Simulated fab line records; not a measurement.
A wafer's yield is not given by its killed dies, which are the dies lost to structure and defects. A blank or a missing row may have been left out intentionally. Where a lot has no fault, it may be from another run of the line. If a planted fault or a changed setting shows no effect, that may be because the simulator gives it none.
fab line records / flow sky130
record: lots: 6 wafers: 18 last_day: 50
route steps=708 shown METAL1@455 VIA1@458
lots with no fault: from the same line, run without faults
start_h: hours from the record's opening day to when the first of the lot's shown wafers began / wait_h: how many hours have passed since the lot's step before this one / " unchanged from the row above / L1.1+2: a single row standing in for several wafers / - value missing, or start not given / * or withheld: withheld / < > ~ a bound
route shown NAME@n: NAME is a module with steps in the file, n the number in the route of the first one / usual: average and standard deviation across the fault-free wafers / same: alike in all rows / chamber/n: place in a boat / sites: per-site readings / _std_site: how widely they spread, as a standard deviation / _edge_site: outer sites' mean less inner sites' / radius_mm: for every site, how far away it sits from the centre of the wafer / mask NAME#n: copy n / behind: tool/chamber where the wafer was last shaped / hold: what put the lot on hold/how long, in hours/how the hold closed / device: transistor that didn't switch, given as n, p or np / end of line: the same wafers' tests at the end of the route / step lacking rows: just its recipe / killed: count of dies lost to structure and defects at first sort (not the wafer's yield) / map: the dies of a wafer, with x for killed, . for not killed, _ for no die there
set.NAME: the setting the step ran with; set.NAME@STEP: the setting that earlier step ran with / model.NAME: the simulator's own value behind a step, which no gauge read
lots seen at some steps along the route; tables by step, rows by wafer
services: from which hour (start_h, from the record's first day; less than 0 if before it) a tool's chamber was out of use, for how many hours, and why
== steps ==
step: SKY_METAL1_STRIP_21
recipe: chemistry: post_etch_residue_remover time_s: 1200 temp_c: 72.5
step: SKY_METAL1_CLEAN_22
recipe: chemistry: IPA time_s: 180 temp_c: 25
step: SKY_METAL1_CLEAN_23
recipe: chemistry: O3/DIW dry: n2_spin
step: SKY_VIA1_HDPCVD_00
recipe: material: SiO2 target_thk_nm: 1030 sigma_open_frac: 0.3 time_s: 171.7 temp_c: 400 sih4_flow_sccm: 60 pressure_mtorr: 6
step: SKY_VIA1_THK_MEAS_01
recipe: reads: SiO2_of_VIA1_HDPCVD_00
usual: VIA1_HDPCVD_THK: 1036/11
lot.wafer=L384.4 tool=film_metro-04 chamber=- start_h=791.48 wait_h=0.0 VIA1_HDPCVD_THK[nm]=1033
lot.wafer=L384.5 tool=film_metro-04 chamber=- start_h=791.48 wait_h=0.0 VIA1_HDPCVD_THK[nm]=1029
lot.wafer=L384.6 tool=film_metro-04 chamber=- start_h=791.48 wait_h=0.0 VIA1_HDPCVD_THK[nm]=1038
lot.wafer=L389.2 tool=film_metro-02 chamber=- start_h=824.14 wait_h=0.1 VIA1_HDPCVD_THK[nm]=1045
lot.wafer=L389.4 tool=film_metro-02 chamber=- start_h=824.14 wait_h=0.1 VIA1_HDPCVD_THK[nm]=1047
lot.wafer=L389.5 tool=film_metro-02 chamber=- start_h=824.14 wait_h=0.1 VIA1_HDPCVD_THK[nm]=1037
lot.wafer=L400.2 tool=film_metro-04 chamber=- start_h=904.94 wait_h=0.1 VIA1_HDPCVD_THK[nm]=1043
lot.wafer=L400.3 tool=film_metro-04 chamber=- start_h=904.94 wait_h=0.1 VIA1_HDPCVD_THK[nm]=1030
lot.wafer=L400.6 tool=film_metro-04 chamber=- start_h=904.94 wait_h=0.1 VIA1_HDPCVD_THK[nm]=1037
lot.wafer=L399.2 tool=film_metro-04 chamber=- start_h=906.08 wait_h=0.1 VIA1_HDPCVD_THK[nm]=1030
lot.wafer=L399.5 tool=film_metro-04 chamber=- start_h=906.08 wait_h=0.1 VIA1_HDPCVD_THK[nm]=1016
lot.wafer=L399.6 tool=film_metro-04 chamber=- start_h=906.08 wait_h=0.1 VIA1_HDPCVD_THK[nm]=1031
lot.wafer=L404.2 tool=film_metro-02 chamber=- start_h=936.56 wait_h=0.1 VIA1_HDPCVD_THK[nm]=1047
lot.wafer=L404.4 tool=film_metro-02 chamber=- start_h=936.56 wait_h=0.1 VIA1_HDPCVD_THK[nm]=1043
lot.wafer=L404.6 tool=film_metro-02 chamber=- start_h=936.56 wait_h=0.1 VIA1_HDPCVD_THK[nm]=1043
lot.wafer=L403.1 tool=film_metro-01 chamber=- start_h=944.26 wait_h=0.1 VIA1_HDPCVD_THK[nm]=1037
lot.wafer=L403.2 tool=film_metro-01 chamber=- start_h=944.26 wait_h=0.1 VIA1_HDPCVD_THK[nm]=1042
lot.wafer=L403.6 tool=film_metro-01 chamber=- start_h=944.26 wait_h=0.1 VIA1_HDPCVD_THK[nm]=1028
step: SKY_VIA1_CMP_02
recipe: material: SiO2 down_force_psi: 4 platen_rpm: 60 pad_velocity_m_s: 0.94248
usual: motor_current_A: 12.7/0.97 slurry_filter_dp_kPa: 13.51/0.13
lot.wafer=L384.4 tool=cmp-02 chamber=3 start_h=791.61 wait_h=0.1 motor_current_A=11.8 slurry_filter_dp_kPa=13.47
lot.wafer=L384.5 tool=cmp-02 chamber=1 start_h=791.61 wait_h=0.1 motor_current_A=13.1 slurry_filter_dp_kPa=13.48
lot.wafer=L384.6 tool=cmp-02 chamber=2 start_h=791.61 wait_h=0.1 motor_current_A=13.2 slurry_filter_dp_kPa=13.39
lot.wafer=L389.4 tool=cmp-02 chamber=3 start_h=824.19 wait_h=0.0 motor_current_A=11.6 slurry_filter_dp_kPa=13.61
lot.wafer=L389.2 tool=cmp-02 chamber=0 start_h=824.19 wait_h=0.0 motor_current_A=10.9 slurry_filter_dp_kPa=13.57
lot.wafer=L389.5 tool=cmp-02 chamber=0 start_h=824.19 wait_h=0.0 motor_current_A=10.7 slurry_filter_dp_kPa=13.41
lot.wafer=L400.3 tool=cmp-01 chamber=1 start_h=905.17 wait_h=0.2 motor_current_A=13.9 slurry_filter_dp_kPa=13.59
lot.wafer=L400.2 tool=cmp-01 chamber=0 start_h=905.17 wait_h=0.2 motor_current_A=12.4 slurry_filter_dp_kPa=13.67
lot.wafer=L400.6 tool=cmp-01 chamber=1 start_h=905.17 wait_h=0.2 motor_current_A=13.4 slurry_filter_dp_kPa=13.52
lot.wafer=L399.2 tool=cmp-01 chamber=1 start_h=906.28 wait_h=0.2 motor_current_A=13.1 slurry_filter_dp_kPa=13.56
lot.wafer=L399.5 tool=cmp-01 chamber=2 start_h=906.28 wait_h=0.2 motor_current_A=13.2 slurry_filter_dp_kPa=13.48
lot.wafer=L399.6 tool=cmp-01 chamber=3 start_h=906.28 wait_h=0.2 motor_current_A=12.7 slurry_filter_dp_kPa=13.62
lot.wafer=L404.4 tool=cmp-01 chamber=0 start_h=936.66 wait_h=0.1 motor_current_A=12.6 slurry_filter_dp_kPa=13.41
lot.wafer=L404.2 tool=cmp-01 chamber=1 start_h=936.66 wait_h=0.1 motor_current_A=13.4 slurry_filter_dp_kPa=13.60
lot.wafer=L404.6 tool=cmp-01 chamber=3 start_h=936.66 wait_h=0.1 motor_current_A=12.3 slurry_filter_dp_kPa=13.38
lot.wafer=L403.1 tool=cmp-02 chamber=3 start_h=944.37 wait_h=0.1 motor_current_A=11.4 slurry_filter_dp_kPa=13.50
lot.wafer=L403.2 tool=cmp-02 chamber=1 start_h=944.37 wait_h=0.1 motor_current_A=13.4 slurry_filter_dp_kPa=13.71
lot.wafer=L403.6 tool=cmp-02 chamber=3 start_h=944.37 wait_h=0.1 motor_current_A=11.2 slurry_filter_dp_kPa=13.54
step: SKY_VIA1_BOW_MEAS_03
recipe: mode: bow
usual: VIA1_BOW: 80/7.1
lot.wafer=L384.4 tool=film_metro-01 chamber=- start_h=791.87 wait_h=0.2 VIA1_BOW[um]=94
lot.wafer=L384.5 tool=film_metro-01 chamber=- start_h=791.87 wait_h=0.2 VIA1_BOW[um]=83
lot.wafer=L384.6 tool=film_metro-01 chamber=- start_h=791.87 wait_h=0.2 VIA1_BOW[um]=83
lot.wafer=L389.2 tool=film_metro-01 chamber=- start_h=824.51 wait_h=0.2 VIA1_BOW[um]=74
lot.wafer=L389.4 tool=film_metro-01 chamber=- start_h=824.51 wait_h=0.2 VIA1_BOW[um]=84
lot.wafer=L389.5 tool=film_metro-01 chamber=- start_h=824.51 wait_h=0.2 VIA1_BOW[um]=72
lot.wafer=L400.2 tool=film_metro-04 chamber=- start_h=905.49 wait_h=0.1 VIA1_BOW[um]=81
lot.wafer=L400.3 tool=film_metro-04 chamber=- start_h=905.49 wait_h=0.1 VIA1_BOW[um]=77
lot.wafer=L400.6 tool=film_metro-04 chamber=- start_h=905.49 wait_h=0.1 VIA1_BOW[um]=82
lot.wafer=L399.2 tool=film_metro-01 chamber=- start_h=906.45 wait_h=0.1 VIA1_BOW[um]=73
lot.wafer=L399.5 tool=film_metro-01 chamber=- start_h=906.45 wait_h=0.1 VIA1_BOW[um]=80
lot.wafer=L399.6 tool=film_metro-01 chamber=- start_h=906.45 wait_h=0.1 VIA1_BOW[um]=84
lot.wafer=L404.2 tool=film_metro-01 chamber=- start_h=936.93 wait_h=0.2 VIA1_BOW[um]=79
lot.wafer=L404.4 tool=film_metro-01 chamber=- start_h=936.93 wait_h=0.2 VIA1_BOW[um]=83
lot.wafer=L404.6 tool=film_metro-01 chamber=- start_h=936.93 wait_h=0.2 VIA1_BOW[um]=80
lot.wafer=L403.1 tool=film_metro-01 chamber=- start_h=944.62 wait_h=0.2 VIA1_BOW[um]=82
lot.wafer=L403.2 tool=film_metro-01 chamber=- start_h=944.62 wait_h=0.2 VIA1_BOW[um]=71
lot.wafer=L403.6 tool=film_metro-01 chamber=- start_h=944.62 wait_h=0.2 VIA1_BOW[um]=75
step: SKY_VIA1_DEHYDRATE_04
recipe: temp_c: 200 time_s: 60
step: SKY_VIA1_HMDS_05
recipe: prime_time_s: 60 prime_temp_c: 120
step: SKY_VIA1_COAT_06
recipe: resist: BARC temp_c: withheld time_s: withheld spin_rpm: 3000 resist_thk_nm: 60
step: SKY_VIA1_COAT_07
recipe: resist: KrF-thick spin_rpm: 3000 resist_thk_nm: 450
step: SKY_VIA1_SOFTBAKE_08
recipe: temp_c: 100 time_s: 90 resist: KrF-thick
step: SKY_VIA1_EXPOSE_09
recipe: mask_id: VIM na: 0.8 source_shape: annular sigma_inner: 0.55 sigma_outer: 0.85 target_cd_nm: 150 dose_mj: 38
usual: exposure_dose_mJ_cm2: 38.26/0.3 focus_offset_nm: 0.1/0.49 na: 0.8/0
lot.wafer=L384.4 tool=krf_scanner-01 chamber=0 start_h=803.31 wait_h=- mask=VIM#0 exposure_dose_mJ_cm2=37.96 focus_offset_nm=1.0 na=0.8
lot.wafer=L384.5 tool=krf_scanner-01 chamber=0 start_h=803.31 wait_h=- mask=VIM#0 exposure_dose_mJ_cm2=37.98 focus_offset_nm=0.9 na=0.8
lot.wafer=L384.6 tool=krf_scanner-01 chamber=0 start_h=803.31 wait_h=- mask=VIM#0 exposure_dose_mJ_cm2=38.03 focus_offset_nm=0.8 na=0.8
lot.wafer=L389.2 tool=krf_scanner-01 chamber=0 start_h=836.48 wait_h=- mask=VIM#0 exposure_dose_mJ_cm2=37.95 focus_offset_nm=-0.1 na=0.8
lot.wafer=L389.4 tool=krf_scanner-01 chamber=0 start_h=836.48 wait_h=- mask=VIM#0 exposure_dose_mJ_cm2=37.96 focus_offset_nm=-0.1 na=0.8
lot.wafer=L389.5 tool=krf_scanner-01 chamber=0 start_h=836.48 wait_h=- mask=VIM#0 exposure_dose_mJ_cm2=37.97 focus_offset_nm=0.2 na=0.8
lot.wafer=L400.2 tool=krf_scanner-02 chamber=- start_h=917.28 wait_h=- mask=VIM#0 exposure_dose_mJ_cm2=- focus_offset_nm=- na=-
lot.wafer=L400.3 tool=krf_scanner-02 chamber=- start_h=917.28 wait_h=- mask=VIM#0 exposure_dose_mJ_cm2=- focus_offset_nm=- na=-
lot.wafer=L400.6 tool=krf_scanner-02 chamber=- start_h=917.28 wait_h=- mask=VIM#0 exposure_dose_mJ_cm2=- focus_offset_nm=- na=-
lot.wafer=L399.2 tool=krf_scanner-01 chamber=- start_h=918.45 wait_h=- mask=VIM#0 exposure_dose_mJ_cm2=- focus_offset_nm=- na=-
lot.wafer=L399.5 tool=krf_scanner-01 chamber=- start_h=918.45 wait_h=- mask=VIM#0 exposure_dose_mJ_cm2=- focus_offset_nm=- na=-
lot.wafer=L399.6 tool=krf_scanner-01 chamber=- start_h=918.45 wait_h=- mask=VIM#0 exposure_dose_mJ_cm2=- focus_offset_nm=- na=-
lot.wafer=L404.2 tool=krf_scanner-02 chamber=0 start_h=950.66 wait_h=- mask=VIM#0 exposure_dose_mJ_cm2=38.52 focus_offset_nm=-0.3 na=0.8
lot.wafer=L404.4 tool=krf_scanner-02 chamber=0 start_h=950.66 wait_h=- mask=VIM#0 exposure_dose_mJ_cm2=38.49 focus_offset_nm=-0.4 na=0.8
lot.wafer=L404.6 tool=krf_scanner-02 chamber=0 start_h=950.66 wait_h=- mask=VIM#0 exposure_dose_mJ_cm2=38.50 focus_offset_nm=-0.2 na=0.8
lot.wafer=L403.1 tool=krf_scanner-01 chamber=0 start_h=957.70 wait_h=- mask=VIM#0 exposure_dose_mJ_cm2=37.96 focus_offset_nm=0.5 na=0.8
lot.wafer=L403.2 tool=krf_scanner-01 chamber=0 start_h=957.70 wait_h=- mask=VIM#0 exposure_dose_mJ_cm2=37.99 focus_offset_nm=0.5 na=0.8
lot.wafer=L403.6 tool=krf_scanner-01 chamber=0 start_h=957.70 wait_h=- mask=VIM#0 exposure_dose_mJ_cm2=38.04 focus_offset_nm=0.6 na=0.8
step: SKY_VIA1_PEB_10
recipe: peb_temp_c: withheld peb_time_s: withheld resist: KrF-thick
== services ==
tool=cmp-02 chamber=- start_h=769.08 hours=4.0 kind=repair
tool=krf_scanner-01 chamber=- start_h=774.33 hours=1.0 kind=pm
tool=krf_scanner-02 chamber=- start_h=797.38 hours=0.8 kind=pm
tool=cmp-02 chamber=- start_h=803.72 hours=0.6 kind=repair
tool=krf_scanner-01 chamber=- start_h=804.94 hours=0.3 kind=repair
tool=krf_scanner-01 chamber=- start_h=807.08 hours=0.8 kind=pm
tool=krf_scanner-02 chamber=- start_h=814.56 hours=0.8 kind=repair
tool=krf_scanner-02 chamber=- start_h=822.04 hours=1.3 kind=pm
tool=krf_scanner-02 chamber=- start_h=828.14 hours=1.0 kind=pm
tool=krf_scanner-02 chamber=- start_h=835.86 hours=4.0 kind=pm
tool=krf_scanner-02 chamber=0 start_h=837.91 hours=- kind=calibration
tool=krf_scanner-02 chamber=- start_h=860.32 hours=4.4 kind=pm
tool=krf_scanner-01 chamber=- start_h=874.66 hours=1.3 kind=pm
tool=krf_scanner-01 chamber=- start_h=901.96 hours=4.0 kind=pm
tool=cmp-02 chamber=- start_h=912.02 hours=4.0 kind=pm
tool=cmp-02 chamber=- start_h=916.02 hours=- kind=consumable_replace:conditioner
tool=cmp-02 chamber=- start_h=916.02 hours=- kind=consumable_replace:pad
tool=krf_scanner-01 chamber=0 start_h=918.97 hours=- kind=calibration
tool=cmp-01 chamber=- start_h=923.74 hours=1.1 kind=repair
tool=cmp-01 chamber=- start_h=925.22 hours=0.6 kind=repair
tool=krf_scanner-01 chamber=- start_h=943.33 hours=1.0 kind=pm
tool=krf_scanner-01 chamber=- start_h=950.50 hours=0.6 kind=repair
tool=cmp-02 chamber=- start_h=952.55 hours=3.2 kind=repair
== key ==
first_sign: step: SKY_VIA1_EXPOSE_09 reading: tool_record direction: missing
effect none on later readings
met_at SKY_VIA1_EXPOSE_09
struck_wafers L399.2,L399.5,L399.6,L400.2,L400.3,L400.6
later_rows_left_out L399.2,L399.5,L399.6,L400.2,L400.3,L400.6
sort_left_out L399.2,L399.5,L399.6,L400.2,L400.3,L400.6
onset_between 836.48 917.28
fault: kind: skipped_step_whole tool: krf_scanner-01,krf_scanner-02 chamber: - onset_h: 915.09 steps: SKY_VIA1_EXPOSE_09 scope: struck_lots_only
sort_left_out: the simulated sort isn't trusted on such a fault, so these wafers' sort isn't shown, and their yield isn't known
later_rows_left_out: the simulator's readings of these wafers behind a module that went badly wrong aren't trusted and aren't shown, but for the sort
